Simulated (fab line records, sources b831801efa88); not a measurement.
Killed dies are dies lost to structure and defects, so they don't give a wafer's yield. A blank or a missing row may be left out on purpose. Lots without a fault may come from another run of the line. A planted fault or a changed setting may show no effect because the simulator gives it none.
fab line records | flow gf180mcu
record lots=6 wafers=18 last_day=35
route steps=602 shown V1@336
lots that met no fault: from a run of the same line without faults
start_h: hours from the record's first day to the start of the lot's first wafer shown | wait_h: hours since the lot's step before | " the same as in the row above | L1.1+2: a row that stands for several wafers | - no value, or no start given | * or withheld: withheld | < > ~ a bound
route shown NAME@n: a module of which the file shows steps, and the number in the route of the first | usual: mean/standard deviation of fault-free wafers | same: alike in all rows | chamber/n: place in a boat | sites: the reading at each site | _std_site: their standard deviation | _edge_site: outer sites' mean less inner sites' | radius_mm: how far each site lies from the wafer's centre | mask NAME#n: copy n | behind: the tool/chamber that last shaped the wafer | hold: why the lot was held/for how many hours/how that ended | device: the transistor (n, p or np) that didn't switch | end of line: the same wafers' tests at the end of the route | a step without rows: its recipe alone | killed: dies lost to structure and defects at the first sort, not the wafer's yield | map: a wafer's dies, x killed, . not, _ none there
set.NAME: the setting as run; set.NAME@STEP: as run at that earlier step | model.NAME: the simulator's own value behind a step, which no gauge read
lots at some steps of the route; a table a step, a row a wafer
services: from which hour (start_h, from the record's first day; less than 0 if before it) a tool's chamber was out of use, for how many hours, and why
## steps
# step GF_V1_THK_MEAS_01
# recipe reads=SiO2_of_V1_CVD_00
# usual V1_CVD_00_THK=598/6.3
# columns lot.wafer tool chamber start_h wait_h V1_CVD_00_THK[nm]
L353.3 film_metro-03 - 461.84 0.1 593
L353.4 " - " " 606
L353.5 " - " " 597
L355.3 film_metro-02 - 479.81 0.1 592
L355.4 " - " " 593
L355.5 " - " " 605
L356.2 film_metro-02 - 483.67 0.0 612
L356.3 " - " " 601
L356.5 " - " " 601
L367.3 film_metro-02 - 564.41 0.1 599
L367.4 " - " " 612
L367.6 " - " " 602
L369.2 film_metro-02 - 585.02 0.0 600
L369.5 " - " " 608
L369.6 " - " " 599
L370.1 film_metro-02 - 591.09 0.0 588
L370.3 " - " " 585
L370.5 " - " " 595
# step GF_V1_CVD_02
# recipe material=SiO2 target_thk_nm=850 precursor=TEOS temp_c=400 time_s=94.851 rf_w=600
# usual heater_power_w=690/99 susceptor_temp_C=399.99/0.24
# columns lot.wafer tool chamber start_h wait_h heater_power_w susceptor_temp_C
L353.3 pecvd-02 0 461.88 0.0 536 399.72
L353.4 " 2 " " 656 400.37
L353.5 " 0 " " 610 399.68
L355.3 pecvd-03 1 479.85 0.0 627 399.76
L355.4 " 2 " " 801 399.94
L355.5 " 1 " " 685 399.93
L356.2 pecvd-02 1 483.72 0.0 801 399.70
L356.3 " 2 " " 828 400.02
L356.5 " 2 " " 664 399.89
L367.3 pecvd-04 2 564.45 0.0 745 400.22
L367.4 " 2 " " 778 399.81
L367.6 " 0 " " 627 400.20
L369.2 pecvd-02 1 585.07 0.0 836 400.17
L369.5 " 1 " " 863 400.28
L369.6 " 0 " " 534 399.91
L370.1 pecvd-03 1 591.15 0.1 714 399.79
L370.3 " 0 " " 563 400.16
L370.5 " 0 " " 595 400.26
# step GF_V1_THK_MEAS_03
# recipe reads=SiO2_of_V1_CVD_02
# usual V1_CVD_02_THK=851/12
# columns lot.wafer tool chamber start_h wait_h V1_CVD_02_THK[nm]
L353.3 film_metro-04 - 461.97 0.1 837
L353.4 " - " " 842
L353.5 " - " " 854
L355.3 film_metro-04 - 479.94 0.1 846
L355.4 " - " " 873
L355.5 " - " " 858
L356.2 film_metro-04 - 483.80 0.0 837
L356.3 " - " " 840
L356.5 " - " " 856
L367.3 film_metro-02 - 564.54 0.1 839
L367.4 " - " " 856
L367.6 " - " " 859
L369.2 film_metro-03 - 585.15 0.0 843
L369.5 " - " " 854
L369.6 " - " " 845
L370.1 film_metro-04 - 591.22 0.0 845
L370.3 " - " " 855
L370.5 " - " " 865
# step GF_V1_CMP_04
# recipe material=SiO2 down_force_psi=4 platen_rpm=60 pad_velocity_m_s=0.94248
# usual motor_current_A=12.3/0.72 time_to_endpoint_s=80/6.6
# columns lot.wafer tool chamber start_h wait_h motor_current_A time_to_endpoint_s
L353.3 cmp-01 1 462.01 0.0 13.0 78
L353.4 " 2 " " 12.9 71
L353.5 " 1 " " 13.4 84
L355.4 cmp-01 2 479.98 0.0 12.6 86
L355.3 " 1 " " 13.0 81
L355.5 " 2 " " 12.8 77
L356.2 cmp-01 2 483.95 0.1 12.8 74
L356.3 " 3 " " 12.0 81
L356.5 " 0 " " 11.5 83
L367.3 cmp-02 1 564.58 0.0 12.7 76
L367.4 " 2 " " 11.8 82
L367.6 " 2 " " 11.5 83
L369.2 cmp-02 3 585.35 0.2 12.9 77
L369.5 " 0 " " 11.0 71
L369.6 " 1 " " 12.9 72
L370.3 cmp-01 0 591.38 0.1 11.3 82
L370.1 " 1 " " 13.1 78
L370.5 " 2 " " 12.2 79
# step GF_V1_BOW_MEAS_05
# recipe mode=bow
# usual V1_BOW=83/9
# columns lot.wafer tool chamber start_h wait_h V1_BOW[um]
L353.3 film_metro-03 - 462.35 0.3 86
L353.4 " - " " 87
L353.5 " - " " 86
L355.3 film_metro-04 - 480.32 0.1 72
L355.4 " - " " 87
L355.5 " - " " 87
L356.2 film_metro-03 - 484.17 0.2 89
L356.3 " - " " 72
L356.5 " - " " 71
L367.3 film_metro-04 - 564.92 0.3 79
L367.4 " - " " 74
L367.6 " - " " 80
L369.2 film_metro-04 - 585.52 0.1 71
L369.5 " - " " 78
L369.6 " - " " 73
L370.1 film_metro-02 - 591.58 0.1 96
L370.3 " - " " 65
L370.5 " - " " 83
# step GF_V1_DEHYDRATE_06
# recipe temp_c=200 time_s=60
# step GF_V1_HMDS_07
# recipe prime_time_s=60 prime_temp_c=120
# step GF_V1_COAT_08
# recipe resist=BARC temp_c=withheld time_s=withheld spin_rpm=withheld resist_thk_nm=withheld
# step GF_V1_COAT_09
# recipe resist=KrF spin_rpm=withheld resist_thk_nm=1000
# step GF_V1_SOFTBAKE_10
# recipe temp_c=130 time_s=60 resist=KrF
# step GF_V1_EXPOSE_11
# recipe mask_id=Via1 target_cd_nm=260 na=0.68 source_shape=conventional sigma_outer=0.6 dose_mj=38
# step GF_V1_PEB_12
# recipe peb_temp_c=135 peb_time_s=90 resist=KrF
# step GF_V1_DEVELOP_13
# recipe develop_time_s=60 resist=KrF dev_temp_c=21
# usual chill_plate_temp_C=22.99/0.11 develop_time_s=60/0
# columns lot.wafer tool chamber start_h wait_h chill_plate_temp_C develop_time_s model.KrF_of_V1_COAT_09.thk_nm
L353.3 litho_track-02 0 486.21 0.1 23.05 60 987.5
L353.4 " 0 " " 22.94 60 984.7
L353.5 " 0 " " 23.03 60 986.6
L355.3 litho_track-04 - 504.75 0.1 - - 999.5
L355.4 " - " " - - 997.3
L355.5 " - " " - - 998.7
L356.2 litho_track-02 - 508.39 0.2 - - 995.3
L356.3 " - " " - - 996.9
L356.5 " - " " - - 997.5
L367.3 litho_track-02 0 587.06 0.1 22.96 60 983.7
L367.4 " 0 " " 22.86 60 981.9
L367.6 " 0 " " 23.05 60 986.3
L369.2 litho_track-03 0 606.69 0.2 23.05 60 987.5
L369.5 " 0 " " 22.90 60 982.5
L369.6 " 0 " " 22.95 60 989.5
L370.1 litho_track-03 0 612.87 0.2 22.97 60 981.9
L370.3 " 0 " " 22.95 60 981.8
L370.5 " 0 " " 23.05 60 982.6
# step GF_V1_CD_MEAS_14
# recipe target_cd_nm=260
# usual cd_nm=259.8/1.1
# columns lot.wafer tool chamber start_h wait_h cd_nm
L353.3 cd_sem-02 - 486.35 0.1 260.4
L353.4 " - " " 260.9
L353.5 " - " " 260.7
L355.3 cd_sem-02 - 504.89 0.1 -
L355.4 " - " " -
L355.5 " - " " -
L356.2 cd_sem-01 - 508.53 0.1 -
L356.3 " - " " -
L356.5 " - " " -
L367.3 cd_sem-01 - 587.20 0.1 259.4
L367.4 " - " " 259.4
L367.6 " - " " 258.6
L369.2 cd_sem-01 - 606.84 0.1 260.0
L369.5 " - " " 259.5
L369.6 " - " " 259.7
L370.1 cd_sem-02 - 613.02 0.1 260.6
L370.3 " - " " 261.8
L370.5 " - " " 259.4
## services
# columns tool chamber start_h hours kind
cmp-02 - 475.74 0.6 repair
cmp-02 - 476.98 9.1 repair
cmp-02 - 503.97 1.2 repair
pecvd-02 1 538.13 4.0 repair
cmp-02 - 540.22 1.3 repair
cmp-01 - 558.18 1.6 repair
cmp-02 - 565.61 5.8 pm
pecvd-02 - 566.38 1.5 repair
cmp-01 - 572.00 4.0 pm
cmp-01 - 576.00 - consumable_replace:conditioner
cmp-01 - 576.00 - consumable_replace:pad
pecvd-04 - 591.12 14.0 pm
pecvd-04 0 591.12 14.0 vent_cycle
pecvd-04 1 591.12 14.0 vent_cycle
pecvd-04 2 591.12 14.0 vent_cycle
pecvd-04 0 605.12 - clean
pecvd-04 1 605.12 - clean
pecvd-04 2 605.12 - clean
## key
first_sign step=GF_V1_DEVELOP_13 reading=tool_record direction=missing
effect none on later readings
model_effect step=GF_V1_DEVELOP_13 value=KrF_of_V1_COAT_09.thk_nm without=982.6 struck=997.5
met_at GF_V1_DEVELOP_13
struck_wafers L355.3,L355.4,L355.5,L356.2,L356.3,L356.5
later_rows_left_out L355.3,L355.4,L355.5,L356.2,L356.3,L356.5
sort_left_out L355.3,L355.4,L355.5,L356.2,L356.3,L356.5
onset_between 486.21 504.75
fault kind=skipped_step_whole tool=litho_track-02,litho_track-04 chamber=- onset_h=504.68 steps=GF_V1_DEVELOP_13 scope=struck_lots_only
# sort_left_out: the simulated sort isn't trusted on such a fault, so these wafers' sort isn't shown, and their yield isn't known
# later_rows_left_out: the simulator's readings of these wafers behind a module that went badly wrong aren't trusted and aren't shown, but for the sort
